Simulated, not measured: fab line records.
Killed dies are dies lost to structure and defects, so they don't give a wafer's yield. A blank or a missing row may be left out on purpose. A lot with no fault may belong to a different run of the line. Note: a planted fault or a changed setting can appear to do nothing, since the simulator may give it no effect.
fab line records ; flow sky130
record lots=5; wafers=23
route steps=708 shown VT_ADJUST_LVTN@100 VT_ADJUST_NCORE@125 VT_ADJUST_HVTR@133 VT_ADJUST_PCH@151 SONOS_TUNNEL@160 SONOS_ONO@172 GATE_OXIDE@198
start-h: the number of hours between the record's first day and the start of the first shown wafer of the lot ; wait-h: hours elapsed since this lot's preceding step ; " same as the row above ; L1.1+2: one row covering several wafers at once ; - no value, or no start was given ; * or withheld: withheld ; < > ~ a bound
route shown NAME@n: a module of which the file shows steps, and the number in the route of the first ; usual: mean/standard deviation of fault-free wafers ; same: alike in all rows ; chamber/n: place in a boat ; sites: each site's reading ; _std_site: the standard deviation of these ; _edge_site: the outer-site mean with the inner-site mean subtracted ; radius-mm: how far each site lies from the wafer's centre ; mask NAME#n: copy n ; behind: the tool/chamber that last shaped the wafer ; hold: reason for holding the lot/hours on hold/outcome of the hold ; device: the n, p or np transistor that did not switch ; end of line: the same wafers' tests at the end of the route ; where a step has no rows: the recipe by itself ; killed: count of dies lost to structure and defects at first sort (not the wafer's yield) ; map: a wafer's dies, marking killed ones x, the rest . and places with no die _
set.NAME: the run value of the setting; set.NAME@STEP: its run value at that earlier step ; model.NAME: the simulator's own value behind a step, which no gauge read
one table per step and one row per wafer, for lots whose settings were changed on purpose
## steps
# step SKY_VT_ADJUST_LVTN_SOFTBAKE_03
# recipe temp-c=110; time-s=withheld
lot.wafer;tool;chamber;start-h;wait-h;set.temp-c
L074.1+2+3;litho-track-01;0;127.04;0.1;112.4
L074.4+5;litho-track-01;0;127.04;0.1;110
L075.1+3+5;litho-track-04;0;134.14;0.1;110
L075.2+4;litho-track-04;0;134.14;0.1;108.3
L077.1+2;litho-track-01;0;150.09;0.1;106.9
L077.3+5+6;litho-track-01;0;150.09;0.1;110
L078.3+4+5;litho-track-04;0;155.76;0.1;110
L080.1+2+5;litho-track-01;0;165.34;0.1;111.7
L080.3+4;litho-track-01;0;165.34;0.1;110
# step SKY_VT_ADJUST_LVTN_EXPOSE_04
# recipe mask-id=NWM_COMPLEMENT_LESS_NATIVE; na=0.6; source-shape=conventional; sigma-outer=0.6; polarization=unpolarized; target-cd-nm=840; dose-mj=194
# step SKY_VT_ADJUST_LVTN_PEB_05
# recipe temp-c=115; time-s=withheld
# step SKY_VT_ADJUST_LVTN_DEVELOP_06
# recipe wall-angle-deg=90; developer=TMAH; develop-time-s=60; dev-temp-c=23
lot.wafer;tool;chamber;start-h;wait-h;set.temp-c@VT_ADJUST_LVTN_SOFTBAKE_03;model.coat_of_VT_ADJUST_LVTN_COAT_02.thk-nm
L074.1;litho-track-01;0;-;-;112.4;3005
L074.2;litho-track-01;0;-;-;112.4;3015
L074.3;litho-track-01;0;-;-;112.4;3014
L074.4;litho-track-01;0;-;-;110;3043
L074.5;litho-track-01;0;-;-;110;3032
L075.1;litho-track-01;0;-;-;110;3022
L075.2;litho-track-01;0;-;-;108.3;3059
L075.3;litho-track-01;0;-;-;110;3029
L075.4;litho-track-01;0;-;-;108.3;3040
L075.5;litho-track-01;0;-;-;110;3044
L077.1;litho-track-04;0;-;-;106.9;3063
L077.2;litho-track-04;0;-;-;106.9;3059
L077.3;litho-track-04;0;-;-;110;3022
L077.5;litho-track-04;0;-;-;110;3031
L077.6;litho-track-04;0;-;-;110;3026
L078.3;litho-track-04;0;-;-;110;3041
L078.4;litho-track-04;0;-;-;110;3030
L078.5;litho-track-04;0;-;-;110;3040
L080.1+5;litho-track-04;0;-;-;111.7;3021
L080.2;litho-track-04;0;-;-;111.7;3023
L080.3;litho-track-04;0;-;-;110;3053
L080.4;litho-track-04;0;-;-;110;3044
# step SKY_VT_ADJUST_LVTN_IMPLANT_08
# recipe species=B; energy-kev=30; dose-cm2=1.57e+12; tilt-deg=withheld
lot.wafer;tool;chamber;start-h;wait-h;set.energy-kev;model.implant.rp-nm;model.implant.drp-nm
L074.1+2+3+4+5;implanter-02;0;135.33;0.0;30;98.65;42.97
L075.1+3;implanter-04;0;143.58;0.0;30;99.36;42.97
L075.2+4+5;implanter-04;0;143.58;0.0;31;102.6;44.01
L077.1+5+6;implanter-03;0;159.93;0.0;30.57;101.5;43.57
L077.2+3;implanter-03;0;159.93;0.0;30;99.68;42.97
L078.3+4+5;implanter-03;0;166.23;0.1;30;102.8;42.97
L080.1+3+5;implanter-04;0;176.18;0.0;28.22;95.1;40.72
L080.2+4;implanter-04;0;176.18;0.0;30;100.9;42.97
# step SKY_VT_ADJUST_LVTN_STRIP_09
# recipe chemistry=O2/N2; power-w=1400; pressure-mtorr=1500; platen-temp-c=withheld; o2-flow-sccm=3000; n2-flow-sccm=300; overash-fraction=0.5
# usual strip-time-to-endpoint-s=37.37/0.09
lot.wafer;tool;chamber;start-h;wait-h;set.temp-c@VT_ADJUST_LVTN_SOFTBAKE_03;strip-time-to-endpoint-s
L074.1;plasma-asher-04;0;135.48;0.1;112.4;37.04
L074.2;plasma-asher-04;1;135.48;0.1;112.4;37.15
L074.3;plasma-asher-04;0;135.48;0.1;112.4;37.13
L074.4;plasma-asher-04;1;135.48;0.1;110;37.49
L074.5;plasma-asher-04;0;135.48;0.1;110;37.36
L075.1;plasma-asher-03;1;143.73;0.1;110;37.23
L075.2;plasma-asher-03;0;143.73;0.1;108.3;37.62
L075.3;plasma-asher-03;1;143.73;0.1;110;37.31
L075.4;plasma-asher-03;0;143.73;0.1;108.3;37.43
L075.5;plasma-asher-03;1;143.73;0.1;110;37.48
L077.1;plasma-asher-03;0;160.08;0.1;106.9;37.65
L077.2;plasma-asher-03;1;160.08;0.1;106.9;37.62
L077.3;plasma-asher-03;1;160.08;0.1;110;37.22
L077.5;plasma-asher-03;0;160.08;0.1;110;37.33
L077.6;plasma-asher-03;1;160.08;0.1;110;37.26
L078.3;plasma-asher-04;0;166.36;0.1;110;37.44
L078.4;plasma-asher-04;1;166.36;0.1;110;37.31
L078.5;plasma-asher-04;1;166.36;0.1;110;37.43
L080.1;plasma-asher-03;1;176.33;0.1;111.7;37.21
L080.2;plasma-asher-03;0;176.33;0.1;111.7;37.24
L080.3;plasma-asher-03;1;176.33;0.1;110;37.55
L080.4;plasma-asher-03;0;176.33;0.1;110;37.48
L080.5;plasma-asher-03;1;176.33;0.1;111.7;37.22
# step SKY_VT_ADJUST_NCORE_DEVELOP_06
# recipe resist=NOVOLAK; developer=TMAH; develop-time-s=60; dev-temp-c=23
lot.wafer;tool;chamber;start-h;wait-h;set.dev-temp-c
L074.1+3+4;litho-track-02;0;175.77;0.1;25.5
L074.2+5;litho-track-02;0;175.77;0.1;23
L075.1+4;litho-track-01;0;183.64;0.1;24.72
L075.2+3+5;litho-track-01;0;183.64;0.1;23
L077.1+2+3+5+6;litho-track-01;0;201.64;0.1;23
L078.3+4+5;litho-track-04;0;208.34;0.1;23
L080.1+2+3;litho-track-04;0;218.14;0.1;23
L080.4+5;litho-track-04;0;218.14;0.1;20.11
# step SKY_VT_ADJUST_NCORE_CD_MEAS_07
# recipe target-cd-nm=380
# usual cd-nm=379.5/2.9
lot.wafer;tool;chamber;start-h;wait-h;set.dev-temp-c@VT_ADJUST_NCORE_DEVELOP_06;cd-nm
L074.1;cd-sem-01;-;175.92;0.1;25.5;369.9
L074.2;cd-sem-01;-;175.92;0.1;23;375.6
L074.3;cd-sem-01;-;175.92;0.1;25.5;368.3
L074.4;cd-sem-01;-;175.92;0.1;25.5;365.6
L074.5;cd-sem-01;-;175.92;0.1;23;372.9
L075.1;cd-sem-01;-;183.79;0.1;24.72;373.4
L075.2;cd-sem-01;-;183.79;0.1;23;379.2
L075.3;cd-sem-01;-;183.79;0.1;23;377.6
L075.4;cd-sem-01;-;183.79;0.1;24.72;372.8
L075.5;cd-sem-01;-;183.79;0.1;23;378.1
L077.1;cd-sem-01;-;201.82;0.1;23;378.2
L077.2;cd-sem-01;-;201.82;0.1;23;381.2
L077.3;cd-sem-01;-;201.82;0.1;23;379.2
L077.5;cd-sem-01;-;201.82;0.1;23;382.1
L077.6;cd-sem-01;-;201.82;0.1;23;378.9
L078.3;cd-sem-01;-;208.48;0.1;23;384.1
L078.4;cd-sem-01;-;208.48;0.1;23;383.0
L078.5;cd-sem-01;-;208.48;0.1;23;383.6
L080.1;cd-sem-01;-;218.29;0.1;23;379.0
L080.2;cd-sem-01;-;218.29;0.1;23;380.9
L080.3;cd-sem-01;-;218.29;0.1;23;381.6
L080.4;cd-sem-01;-;218.29;0.1;20.11;389.7
L080.5;cd-sem-01;-;218.29;0.1;20.11;388.7
# step SKY_VT_ADJUST_HVTR_COAT_02
# recipe resist=NOVOLAK; spin-rpm=3000; resist-thk-nm=1140
lot.wafer;tool;chamber;start-h;wait-h;set.spin-rpm;model.NOVOLAK_of_VT_ADJUST_HVTR_COAT_02.thk-nm
L074.1;litho-track-03;0;186.48;0.1;3000;1141
L074.2;litho-track-03;0;186.48;0.1;2781;1184
L074.3;litho-track-03;0;186.48;0.1;3000;1142
L074.4;litho-track-03;0;186.48;0.1;2781;1182
L074.5;litho-track-03;0;186.48;0.1;2781;1185
L075.1+2+4;litho-track-02;0;194.37;0.1;3000;1144
L075.3;litho-track-02;0;194.37;0.1;2929;1160
L075.5;litho-track-02;0;194.37;0.1;2929;1158
L077.1+2;litho-track-04;0;213.29;0.1;3079;1125
L077.3+6;litho-track-04;0;213.29;0.1;3000;1138
L077.5;litho-track-04;0;213.29;0.1;3079;1123
L078.3;litho-track-04;0;219.64;0.1;3000;1144
L078.4;litho-track-04;0;219.64;0.1;3000;1145
L078.5;litho-track-04;0;219.64;0.1;3000;1142
L080.1;litho-track-03;0;229.78;0.1;3000;1143
L080.2;litho-track-03;0;229.78;0.1;2807;1181
L080.3;litho-track-03;0;229.78;0.1;2807;1182
L080.4;litho-track-03;0;229.78;0.1;2807;1183
L080.5;litho-track-03;0;229.78;0.1;3000;1147
# step SKY_VT_ADJUST_HVTR_SOFTBAKE_03
# recipe temp-c=90; time-s=60; resist=NOVOLAK
# step SKY_VT_ADJUST_HVTR_EXPOSE_04
# recipe mask-id=HVTRM; target-cd-nm=380; na=0.6; source-shape=conventional; sigma-outer=0.6; dose-mj=150
# step SKY_VT_ADJUST_HVTR_IMPLANT_09
# recipe species=B; energy-kev=10; dose-cm2=2.1e+12; tilt-deg=withheld
# step SKY_VT_ADJUST_HVTR_STRIP_10
# recipe chemistry=O2/N2; power-w=1400; pressure-mtorr=1500; platen-temp-c=withheld; o2-flow-sccm=3000; n2-flow-sccm=300; overash-fraction=0.5
# usual strip-time-to-endpoint-s=14.20/0.034
lot.wafer;tool;chamber;start-h;wait-h;set.spin-rpm@VT_ADJUST_HVTR_COAT_02;strip-time-to-endpoint-s
L074.1;plasma-asher-02;0;197.25;0.1;3000;14.16
L074.2;plasma-asher-02;1;197.25;0.1;2781;14.68
L074.3;plasma-asher-02;1;197.25;0.1;3000;14.20
L074.4;plasma-asher-02;0;197.25;0.1;2781;14.64
L074.5;plasma-asher-02;1;197.25;0.1;2781;14.68
L075.1;plasma-asher-02;1;204.70;0.1;3000;14.25
L075.2;plasma-asher-02;0;204.70;0.1;3000;14.23
L075.3;plasma-asher-02;0;204.70;0.1;2929;14.38
L075.4;plasma-asher-02;1;204.70;0.1;3000;14.21
L075.5;plasma-asher-02;1;204.70;0.1;2929;14.35
L077.1;plasma-asher-02;1;225.33;0.1;3079;14.00
L077.2;plasma-asher-02;0;225.33;0.1;3079;13.99
L077.3;plasma-asher-02;1;225.33;0.1;3000;14.16
L077.5;plasma-asher-02;0;225.33;0.1;3079;13.97
L077.6;plasma-asher-02;1;225.33;0.1;3000;14.17
L078.3;plasma-asher-04;0;231.61;0.1;3000;14.21
L078.4;plasma-asher-04;1;231.61;0.1;3000;14.23
L078.5;plasma-asher-04;1;231.61;0.1;3000;14.21
L080.1;plasma-asher-02;1;241.90;0.1;3000;14.19
L080.2;plasma-asher-02;0;241.90;0.1;2807;14.63
L080.3;plasma-asher-02;0;241.90;0.1;2807;14.62
L080.4;plasma-asher-02;1;241.90;0.1;2807;14.63
L080.5;plasma-asher-02;1;241.90;0.1;3000;14.26
# step SKY_VT_ADJUST_PCH_IMPLANT_08
# recipe species=B; energy-kev=10; dose-cm2=5e+11; tilt-deg=withheld
lot.wafer;tool;chamber;start-h;wait-h;set.energy-kev;model.implant.drp-nm;model.implant.rp-nm
L074.1+5;implanter-01;0;219.13;0.0;10;17.11;32.92
L074.2+3+4;implanter-01;0;219.13;0.0;10.16;17.3;33.43
L075.1+3;implanter-03;0;227.46;0.0;10;17.11;32.62
L075.2+4+5;implanter-03;0;227.46;0.0;9.496;16.51;31.27
L077.1+2+3+5+6;implanter-03;0;248.11;0.0;10;17.11;34.46
L078.3+4+5;implanter-01;0;254.78;0.1;10;17.11;32.74
L080.1+2+4;implanter-01;0;264.91;0.0;10;17.11;31.97
L080.3+5;implanter-01;0;264.91;0.0;10.42;17.61;33.29
# step SKY_SONOS_TUNNEL_DEVELOP_06
# recipe resist=NOVOLAK; developer=TMAH; develop-time-s=60; dev-temp-c=23
lot.wafer;tool;chamber;start-h;wait-h;set.develop-time-s
L074.1+2+3+4+5;litho-track-03;0;242.68;0.1;60
L075.1+2+3+4+5;litho-track-04;0;250.89;0.1;60
L077.1+2;litho-track-04;0;271.59;0.1;55.1
L077.3+5+6;litho-track-04;0;271.59;0.1;60
L078.3+4+5;litho-track-03;0;278.48;0.1;60
L080.1+4;litho-track-04;0;289.69;0.1;60
L080.2+3+5;litho-track-04;0;289.69;0.1;55.01
# step SKY_SONOS_TUNNEL_CD_MEAS_07
# recipe target-cd-nm=410
# usual cd-nm=409.8/2.5
lot.wafer;tool;chamber;start-h;wait-h;set.develop-time-s@SONOS_TUNNEL_DEVELOP_06;cd-nm
L074.1;cd-sem-01;-;242.83;0.1;60;407.7
L074.2;cd-sem-01;-;242.83;0.1;60;406.8
L074.3;cd-sem-01;-;242.83;0.1;60;409.7
L074.4;cd-sem-01;-;242.83;0.1;60;407.0
L074.5;cd-sem-01;-;242.83;0.1;60;409.3
L075.1;cd-sem-01;-;251.04;0.1;60;408.6
L075.2;cd-sem-01;-;251.04;0.1;60;406.2
L075.3;cd-sem-01;-;251.04;0.1;60;406.1
L075.4;cd-sem-01;-;251.04;0.1;60;406.5
L075.5;cd-sem-01;-;251.04;0.1;60;405.6
L077.1;cd-sem-01;-;271.74;0.1;55.1;402.9
L077.2;cd-sem-01;-;271.74;0.1;55.1;404.9
L077.3;cd-sem-01;-;271.74;0.1;60;409.1
L077.5;cd-sem-01;-;271.74;0.1;60;411.1
L077.6;cd-sem-01;-;271.74;0.1;60;411.9
L078.3;cd-sem-02;-;278.62;0.1;60;408.3
L078.4;cd-sem-02;-;278.62;0.1;60;407.2
L078.5;cd-sem-02;-;278.62;0.1;60;408.7
L080.1;cd-sem-02;-;289.84;0.1;60;418.2
L080.2;cd-sem-02;-;289.84;0.1;55.01;404.9
L080.3;cd-sem-02;-;289.84;0.1;55.01;405.7
L080.4;cd-sem-02;-;289.84;0.1;60;415.8
L080.5;cd-sem-02;-;289.84;0.1;55.01;406.7
# step SKY_SONOS_ONO_CVD_04
# recipe material=SiO2; precursor=SiH4/N2O; target-thk-nm=5.7199; temp-c=900; pressure-mtorr=400
lot.wafer;tool;chamber;start-h;wait-h;set.temp-c;model.SiO2_of_SONOS_ONO_CVD_04.thk-nm
L074.1;-;-;-;0.1;885.1;4.395
L074.2;-;-;-;0.1;885.1;4.352
L074.3;-;-;-;0.1;885.1;4.479
L074.4;-;-;-;0.1;885.1;4.376
L074.5;-;-;-;0.1;885.1;4.484
L075.1;-;-;-;0.1;924.3;8.395
L075.2;-;-;-;0.1;924.3;8.387
L075.3;-;-;-;0.1;924.3;8.303
L075.4;-;-;-;0.1;924.3;8.362
L075.5;-;-;-;0.1;924.3;8.31
L077.1;-;-;-;0.1;900;5.577
L077.2;-;-;-;0.1;900;5.632
L077.3;-;-;-;0.1;900;5.664
L077.5;-;-;-;0.1;900;5.619
L077.6;-;-;-;0.1;900;5.597
L078.3;lpcvd-03;1;281.75;0.0;900;5.59
L078.4;lpcvd-03;1;281.75;0.0;900;5.681
L078.5;lpcvd-03;1;281.75;0.0;900;5.588
L080.1;-;-;-;0.1;900;5.587
L080.2;-;-;-;0.1;900;5.662
L080.3;-;-;-;0.1;900;5.623
L080.4;-;-;-;0.1;900;5.579
L080.5;-;-;-;0.1;900;5.668
# step SKY_SONOS_ONO_THK_MEAS_05
# recipe reads=SiO2_of_SONOS_ONO_CVD_04
# usual SONOS_ONO_CVD_04_THK=5.65/0.1
lot.wafer;tool;chamber;start-h;wait-h;set.temp-c@SONOS_ONO_CVD_04;SONOS_ONO_CVD_04_THK[nm]
L074.1;film-metro-02;-;-;-;885.1;4.39
L074.2;film-metro-02;-;-;-;885.1;4.34
L074.3;film-metro-02;-;-;-;885.1;4.44
L074.4;film-metro-02;-;-;-;885.1;4.42
L074.5;film-metro-02;-;-;-;885.1;4.47
L075.1;film-metro-04;-;-;-;924.3;8.41
L075.2;film-metro-04;-;-;-;924.3;8.41
L075.3;film-metro-04;-;-;-;924.3;8.27
L075.4;film-metro-04;-;-;-;924.3;8.41
L075.5;film-metro-04;-;-;-;924.3;8.28
L077.1;film-metro-03;-;-;-;900;5.63
L077.2;film-metro-03;-;-;-;900;5.61
L077.3;film-metro-03;-;-;-;900;5.66
L077.5;film-metro-03;-;-;-;900;5.64
L077.6;film-metro-03;-;-;-;900;5.62
L078.3;film-metro-02;-;283.02;0.0;900;5.54
L078.4;film-metro-02;-;283.02;0.0;900;5.64
L078.5;film-metro-02;-;283.02;0.0;900;5.53
L080.1;film-metro-03;-;-;-;900;5.58
L080.2;film-metro-03;-;-;-;900;5.68
L080.3;film-metro-03;-;-;-;900;5.62
L080.4;film-metro-03;-;-;-;900;5.63
L080.5;film-metro-03;-;-;-;900;5.62
# step SKY_SONOS_ONO_COAT_08
# recipe resist=NOVOLAK; spin-rpm=3000; resist-thk-nm=1140
lot.wafer;tool;chamber;start-h;wait-h;set.resist-thk-nm;model.NOVOLAK_of_SONOS_ONO_COAT_08.thk-nm
L074.1;litho-track-04;0;261.49;0.1;1140;1141
L074.2;litho-track-04;0;261.49;0.1;1140;1139
L074.3;litho-track-04;0;261.49;0.1;1140;1140
L074.4;litho-track-04;0;261.49;0.1;1202;1202
L074.5;litho-track-04;0;261.49;0.1;1202;1207
L075.1+5;litho-track-01;0;271.09;0.1;1140;1136
L075.2;litho-track-01;0;271.09;0.1;1140;1137
L075.3;litho-track-01;0;271.09;0.1;1140;1133
L075.4;litho-track-01;0;271.09;0.1;1140;1139
L077.1;litho-track-01;0;291.84;0.1;1207;1205
L077.2;litho-track-01;0;291.84;0.1;1140;1137
L077.3;litho-track-01;0;291.84;0.1;1140;1138
L077.5;litho-track-01;0;291.84;0.1;1207;1209
L077.6;litho-track-01;0;291.84;0.1;1207;1208
L078.3;litho-track-02;0;295.77;0.1;1140;1144
L078.4;litho-track-02;0;295.77;0.1;1140;1145
L078.5;litho-track-02;0;295.77;0.1;1140;1146
L080.1+5;litho-track-04;0;310.44;0.1;1140;1144
L080.2;litho-track-04;0;310.44;0.1;1206;1206
L080.3;litho-track-04;0;310.44;0.1;1206;1207
L080.4;litho-track-04;0;310.44;0.1;1140;1142
# step SKY_SONOS_ONO_SOFTBAKE_09
# recipe temp-c=88.84; time-s=60; resist=NOVOLAK
# step SKY_SONOS_ONO_EXPOSE_10
# recipe mask-id=ONOM; target-cd-nm=410; na=0.6; source-shape=conventional; sigma-outer=0.6; dose-mj=150
# step SKY_SONOS_ONO_PEB_11
# recipe temp-c=withheld; time-s=*; resist=NOVOLAK
# step SKY_SONOS_ONO_DEVELOP_12
# recipe develop-time-s=60; dev-temp-c=23
# step SKY_SONOS_ONO_CD_MEAS_13
# recipe target-cd-nm=410
# usual cd-nm=410.2/1.6
lot.wafer;tool;chamber;start-h;wait-h;set.resist-thk-nm@SONOS_ONO_COAT_08;cd-nm
L074.1;cd-sem-01;-;273.19;0.1;1140;410.4
L074.2;cd-sem-01;-;273.19;0.1;1140;411.0
L074.3;cd-sem-01;-;273.19;0.1;1140;408.3
L074.4;cd-sem-01;-;273.19;0.1;1202;415.0
L074.5;cd-sem-01;-;273.19;0.1;1202;416.7
L075.1;cd-sem-02;-;283.79;0.1;1140;408.7
L075.2;cd-sem-02;-;283.79;0.1;1140;407.5
L075.3;cd-sem-02;-;283.79;0.1;1140;409.3
L075.4;cd-sem-02;-;283.79;0.1;1140;409.0
L075.5;cd-sem-02;-;283.79;0.1;1140;409.9
L077.1;cd-sem-01;-;304.37;0.1;1207;414.3
L077.2;cd-sem-01;-;304.37;0.1;1140;411.2
L077.3;cd-sem-01;-;304.37;0.1;1140;409.6
L077.5;cd-sem-01;-;304.37;0.1;1207;417.6
L077.6;cd-sem-01;-;304.37;0.1;1207;417.1
L078.3;cd-sem-02;-;308.73;0.1;1140;409.9
L078.4;cd-sem-02;-;308.73;0.1;1140;411.7
L078.5;cd-sem-02;-;308.73;0.1;1140;410.7
L080.1;cd-sem-01;-;323.87;0.1;1140;413.9
L080.2;cd-sem-01;-;323.87;0.1;1206;417.8
L080.3;cd-sem-01;-;323.87;0.1;1206;421.2
L080.4;cd-sem-01;-;323.87;0.1;1140;413.2
L080.5;cd-sem-01;-;323.87;0.1;1140;412.2
# step SKY_SONOS_ONO_ETCH_15
# recipe target-depth-nm=19.52; chemistry=CHF3/O2; source-w=600; bias-w=200; pressure-mtorr=40; chf3-flow-sccm=50; O2_flow_sccm=5; time-s=7.8
lot.wafer;tool;chamber;start-h;wait-h;set.bias-w;set.resist-thk-nm@SONOS_ONO_COAT_08;model.SONOS_ONO.cd-nm
L074.1;rie-diel-02;3;273.36;0.0;200;1140;410.6
L074.2;rie-diel-02;2;273.36;0.0;200;1140;411
L074.3;rie-diel-02;1;273.36;0.0;191;1140;407.7
L074.4;rie-diel-02;0;273.36;0.0;191;1202;414.6
L074.5;rie-diel-02;3;273.36;0.0;191;1202;417
L075.1;rie-diel-02;3;283.95;0.0;180.3;1140;409
L075.2;rie-diel-02;2;283.95;0.0;180.3;1140;407.7
L075.3;rie-diel-02;0;283.95;0.0;180.3;1140;409.3
L075.4;rie-diel-02;1;283.95;0.0;200;1140;408.5
L075.5;rie-diel-02;3;283.95;0.0;200;1140;410.7
L077.1;rie-diel-01;2;304.53;0.0;222.3;1207;414.3
L077.2;rie-diel-01;1;304.53;0.0;222.3;1140;411.6
L077.3;rie-diel-01;0;304.53;0.0;200;1140;409.4
L077.5;rie-diel-01;3;304.53;0.0;200;1207;417.5
L077.6;rie-diel-01;0;304.53;0.0;222.3;1207;416.9
L078.3;rie-diel-01;1;308.85;0.0;200;1140;410.1
L078.4;rie-diel-01;3;308.85;0.0;200;1140;411.7
L078.5;rie-diel-01;3;308.85;0.0;200;1140;410.8
L080.1;rie-diel-01;2;324.03;0.0;200;1140;414
L080.2;rie-diel-01;0;324.03;0.0;200;1206;417.6
L080.3;rie-diel-01;3;324.03;0.0;200;1206;420.9
L080.4;rie-diel-01;1;324.03;0.0;200;1140;413.4
L080.5;rie-diel-01;0;324.03;0.0;200;1140;411.8
# step SKY_SONOS_ONO_WET_ETCH_16
# recipe chemistry=dHF; target-depth-nm=14; dry=n2-spin; target=SiO2; dilution=100:1; temp-c=25; time-s=280
# step SKY_SONOS_ONO_STRIP_17
# recipe chemistry=O2/N2; power-w=1400; pressure-mtorr=1500; platen-temp-c=withheld; o2-flow-sccm=3000; n2-flow-sccm=300; overash-fraction=0.5
# usual strip-time-to-endpoint-s=14.15/0.044
lot.wafer;tool;chamber;start-h;wait-h;set.resist-thk-nm@SONOS_ONO_COAT_08;strip-time-to-endpoint-s
L074.1;plasma-asher-03;1;273.46;0.0;1140;14.16
L074.2;plasma-asher-03;0;273.46;0.0;1140;14.12
L074.3;plasma-asher-03;1;273.46;0.0;1140;14.14
L074.4;plasma-asher-03;0;273.46;0.0;1202;14.84
L074.5;plasma-asher-03;0;273.46;0.0;1202;14.90
L075.1;plasma-asher-01;0;284.05;0.0;1140;14.10
L075.2;plasma-asher-01;1;284.05;0.0;1140;14.11
L075.3;plasma-asher-01;1;284.05;0.0;1140;14.07
L075.4;plasma-asher-01;0;284.05;0.0;1140;14.12
L075.5;plasma-asher-01;0;284.05;0.0;1140;14.09
L077.1;plasma-asher-03;1;304.64;0.0;1207;14.87
L077.2;plasma-asher-03;0;304.64;0.0;1140;14.10
L077.3;plasma-asher-03;0;304.64;0.0;1140;14.10
L077.5;plasma-asher-03;1;304.64;0.0;1207;14.89
L077.6;plasma-asher-03;0;304.64;0.0;1207;14.89
L078.3;plasma-asher-03;0;309.00;0.0;1140;14.20
L078.4;plasma-asher-03;1;309.00;0.0;1140;14.21
L078.5;plasma-asher-03;0;309.00;0.0;1140;14.21
L080.1;plasma-asher-03;0;324.14;0.0;1140;14.16
L080.2;plasma-asher-03;1;324.14;0.0;1206;14.88
L080.3;plasma-asher-03;1;324.14;0.0;1206;14.89
L080.4;plasma-asher-03;0;324.14;0.0;1140;14.15
L080.5;plasma-asher-03;0;324.14;0.0;1140;14.19
# step SKY_GATE_OXIDE_IMPLANT_11
# recipe species=B; energy-kev=10; dose-cm2=2.6e+12; tilt-deg=withheld
lot.wafer;tool;chamber;start-h;wait-h;set.energy-kev;model.implant.rp-nm;model.implant.drp-nm
L074.1+4;implanter-01;0;301.61;0.0;10.17;33.09;17.32
L074.2+3+5;implanter-01;0;301.61;0.0;10;32.54;17.11
L075.1+3+4;implanter-03;0;311.08;0.0;10;32.21;17.11
L075.2+5;implanter-03;0;311.08;0.0;9.617;31.2;16.65
L077.1+2+3;implanter-03;0;333.16;0.0;10;34.11;17.11
L077.5+6;implanter-03;0;333.16;0.0;9.46;32.6;16.46
L078.3+4+5;implanter-03;0;337.48;0.1;10;31.95;17.11
L080.1+3+4;implanter-02;0;353.93;0.0;10;33.79;17.11
L080.2+5;implanter-02;0;353.93;0.0;9.562;32.58;16.59
## key
split step=SKY_VT_ADJUST_LVTN_SOFTBAKE_03; setting=temp-c; stated=110; by=wafer
response step=SKY_VT_ADJUST_LVTN_DEVELOP_06; reading=model.coat_of_VT_ADJUST_LVTN_COAT_02.thk-nm; change=-12.8; per=1%; r=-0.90
response step=SKY_VT_ADJUST_LVTN_STRIP_09; reading=strip-time-to-endpoint-s; change=*; per=1%; r=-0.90
split step=SKY_VT_ADJUST_LVTN_IMPLANT_08; setting=energy-kev; stated=30; by=wafer
response step=SKY_VT_ADJUST_LVTN_IMPLANT_08; reading=model.implant.rp-nm; change=+0.98; per=1%; r=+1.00
response step=SKY_VT_ADJUST_LVTN_IMPLANT_08; reading=model.implant.drp-nm; change=+0.359; per=1%; r=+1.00
split step=SKY_VT_ADJUST_NCORE_DEVELOP_06; setting=dev-temp-c; stated=23; by=wafer
response step=SKY_VT_ADJUST_NCORE_CD_MEAS_07; reading=cd-nm; change=-0.654; per=1%; r=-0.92
split step=SKY_VT_ADJUST_HVTR_COAT_02; setting=spin-rpm; stated=3000; by=wafer
response step=SKY_VT_ADJUST_HVTR_COAT_02; reading=model.NOVOLAK_of_VT_ADJUST_HVTR_COAT_02.thk-nm; change=-5.77; per=1%; r=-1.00
response step=SKY_VT_ADJUST_HVTR_STRIP_10; reading=strip-time-to-endpoint-s; change=*; per=1%; r=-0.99
split step=SKY_VT_ADJUST_PCH_IMPLANT_08; setting=energy-kev; stated=10; by=wafer
response step=SKY_VT_ADJUST_PCH_IMPLANT_08; reading=model.implant.drp-nm; change=+0.12; per=1%; r=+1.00
response step=SKY_VT_ADJUST_PCH_IMPLANT_08; reading=model.implant.rp-nm; change=+0.289; per=1%; r=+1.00
split step=SKY_SONOS_TUNNEL_DEVELOP_06; setting=develop-time-s; stated=60; by=wafer
response step=SKY_SONOS_TUNNEL_CD_MEAS_07; reading=cd-nm; change=+1.09; per=1%; r=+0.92
split step=SKY_SONOS_ONO_CVD_04; setting=temp-c; stated=900; by=lot
response step=SKY_SONOS_ONO_CVD_04; reading=model.SiO2_of_SONOS_ONO_CVD_04.thk-nm; change=+0.921; per=1%; r=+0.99
response step=SKY_SONOS_ONO_THK_MEAS_05; reading=SONOS_ONO_CVD_04_THK; change=+0.923; per=1%; r=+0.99
split step=SKY_SONOS_ONO_COAT_08; setting=resist-thk-nm; stated=1140; by=wafer
response step=SKY_SONOS_ONO_COAT_08; reading=model.NOVOLAK_of_SONOS_ONO_COAT_08.thk-nm; change=+11.6; per=1%; r=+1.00
response step=SKY_SONOS_ONO_CD_MEAS_13; reading=cd-nm; change=+1.07; per=1%; r=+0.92
response step=SKY_SONOS_ONO_ETCH_15; reading=model.SONOS_ONO.cd-nm; change=+1.05; per=1%; r=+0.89
response step=SKY_SONOS_ONO_STRIP_17; reading=strip-time-to-endpoint-s; change=*; per=1%; r=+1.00
split step=SKY_SONOS_ONO_ETCH_15; setting=bias-w; stated=200; by=wafer
response none clear
split step=SKY_GATE_OXIDE_IMPLANT_11; setting=energy-kev; stated=10; by=wafer
response step=SKY_GATE_OXIDE_IMPLANT_11; reading=model.implant.rp-nm; change=+0.277; per=1%; r=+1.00
response step=SKY_GATE_OXIDE_IMPLANT_11; reading=model.implant.drp-nm; change=+0.12; per=1%; r=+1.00
